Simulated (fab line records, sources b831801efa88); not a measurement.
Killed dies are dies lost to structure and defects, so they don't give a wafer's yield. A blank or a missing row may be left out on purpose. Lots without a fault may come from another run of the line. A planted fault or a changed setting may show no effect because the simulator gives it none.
Split-lot experiment | flow sfq_line | 5 lots, 23 wafers read, on a route of 325 steps

THE SPLIT
At SFQ_TRILAYER_I4_DEP_PECVD_099 (deposits SiO2 from SiH4/N2O, time 111.11 s, target thk 500 nm), the setting time_s was moved away from the recipe's 111.11 s on 10 of the 23 wafers read, by -5.7% to +6.3%. The other wafers ran this setting at the recipe's value.

The reading is taken at the split's own step.

THE READING
SiO2_of_TRILAYER_I4_DEP_PECVD_099.thk_nm (the simulator's own value, which no gauge read), in nm, at SFQ_TRILAYER_I4_DEP_PECVD_099 (deposits SiO2 from SiH4/N2O, time 111.11 s, target thk 500 nm). The file gives no usual value for it. The 13 wafers here that ran the recipe average 502.7 nm, standard deviation 6.9 nm.

wafer  | tool, chamber at the split | time_s as run, s | against the recipe | SiO2_of_TRILAYER_I4_DEP_PECVD_099.thk_nm, nm | against lot-mates on the recipe
L075.1 | pecvd-01, 0                | 118.1            | +6.3%              | 537.8                                        | +30.6
L075.2 | pecvd-01, 1                | 118.1            | +6.3%              | 529.6                                        | +22.5
L075.3 | pecvd-01, 2                | 118.1            | +6.3%              | 527.5                                        | +20.4
L075.4 | pecvd-01, 0                | 111.11           | recipe             | 508.9                                        | -
L075.5 | pecvd-01, 1                | 111.11           | recipe             | 505.4                                        | -
L076.2 | pecvd-02, 0                | 111.11           | recipe             | 488.6                                        | -
L076.3 | pecvd-02, 1                | 116              | +4.4%              | 528.6                                        | +28.1
L076.4 | pecvd-02, 0                | 111.11           | recipe             | 502.4                                        | -
L076.5 | pecvd-02, 2                | 111.11           | recipe             | 510.5                                        | -
L076.6 | pecvd-02, 1                | 116              | +4.4%              | 533.3                                        | +32.8
L077.1 | pecvd-02, 2                | 104.8            | -5.7%              | 485.9                                        | -19.5
L077.2 | pecvd-02, 1                | 111.11           | recipe             | 501.1                                        | -
L077.4 | pecvd-02, 2                | 104.8            | -5.7%              | 491.4                                        | -14.0
L077.5 | pecvd-02, 0                | 104.8            | -5.7%              | 482.9                                        | -22.5
L077.6 | pecvd-02, 1                | 111.11           | recipe             | 509.6                                        | -
L081.1 | pecvd-03, 2                | 111.11           | recipe             | 488.5                                        | -
L081.3 | pecvd-03, 0                | 116.3            | +4.7%              | 529.7                                        | +30.6
L081.4 | pecvd-03, 2                | 116.3            | +4.7%              | 523.9                                        | +24.8
L081.5 | pecvd-03, 0                | 111.11           | recipe             | 506.4                                        | -
L081.6 | pecvd-03, 1                | 111.11           | recipe             | 502.5                                        | -
L083.1 | pecvd-03, 0                | 111.11           | recipe             | 508.5                                        | -
L083.3 | pecvd-03, 2                | 111.11           | recipe             | 500.2                                        | -
L083.4 | pecvd-03, 1                | 111.11           | recipe             | 502.3                                        | -

THE FIT
A straight line over all 23 wafers: SiO2_of_TRILAYER_I4_DEP_PECVD_099.thk_nm changes by +4.16 nm for each +1% of time_s; r = +0.91; the points scatter about the line by 7 nm.
The same after taking each lot's own level away (the mean of its wafers on the recipe; 23 wafers): +4.24 nm for each +1%; r = +0.91; scatter 7 nm.
On that fit, the largest move of time_s shifts the reading by 27 nm.
The lots' own levels span 499.13 to 507.15 nm, that is 1.2 times the standard deviation above.
So the lot-to-lot level changes the slope little: the two slopes agree.
Check: with one of the wafers moved furthest among these (+6.3%) left out of the fit, the line predicts +28.5 nm for it against its lot-mates. It came out at +30.6 nm against them.

OTHER SPLITS ON THESE WAFERS
These wafers also went through other splits before the reading. Each is held against what the fit with the lots' levels taken away leaves over:
other split on the same wafers                          | wafers away from the commonest value | r with SiO2_of_TRILAYER_I4_DEP_PECVD_099.thk_nm (lot level and that fit taken away)
SFQ_TRILAYER_M2_ETCH_METAL_ETCH_060 icp_w               | 6                                    | -0.20
SFQ_TRILAYER_I2_VIA_LITHO_EXPOSE_068 dose_mj            | 11                                   | +0.35
SFQ_TRILAYER_M3_LITHO_COAT_075 spin_rpm                 | 10                                   | +0.05
SFQ_TRILAYER_M3_BARC_OPEN_METAL_ETCH_100 pressure_mtorr | 18                                   | +0.06
SFQ_TRILAYER_M4_LITHO_COAT_093 resist_thk_nm            | 9                                    | -0.08
SFQ_TRILAYER_M4_LITHO_PEB_096 peb_temp_c                | 10                                   | +0.26

THE WHOLE CHAIN: every reading that the file lists as answering this split, in the file's order
step                          | what it does                                                  | reading                                                                                   | change (the file's fit)              | r (the file's)
SFQ_TRILAYER_I4_DEP_PECVD_099 | deposits SiO2 from SiH4/N2O, time 111.11 s, target thk 500 nm | SiO2_of_TRILAYER_I4_DEP_PECVD_099.thk_nm (the simulator's own value, which no gauge read) | +4.62 nm for each +1% of the setting | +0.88
SFQ_TRILAYER_I4_CMP_CMP_100   | polishes SiO2                                                 | time_to_endpoint_s                                                                        | withheld for each +1% of the setting | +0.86

THE FILE'S OWN FIT
SiO2_of_TRILAYER_I4_DEP_PECVD_099.thk_nm changes by +4.62 nm for each +1% of time_s, r = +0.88.
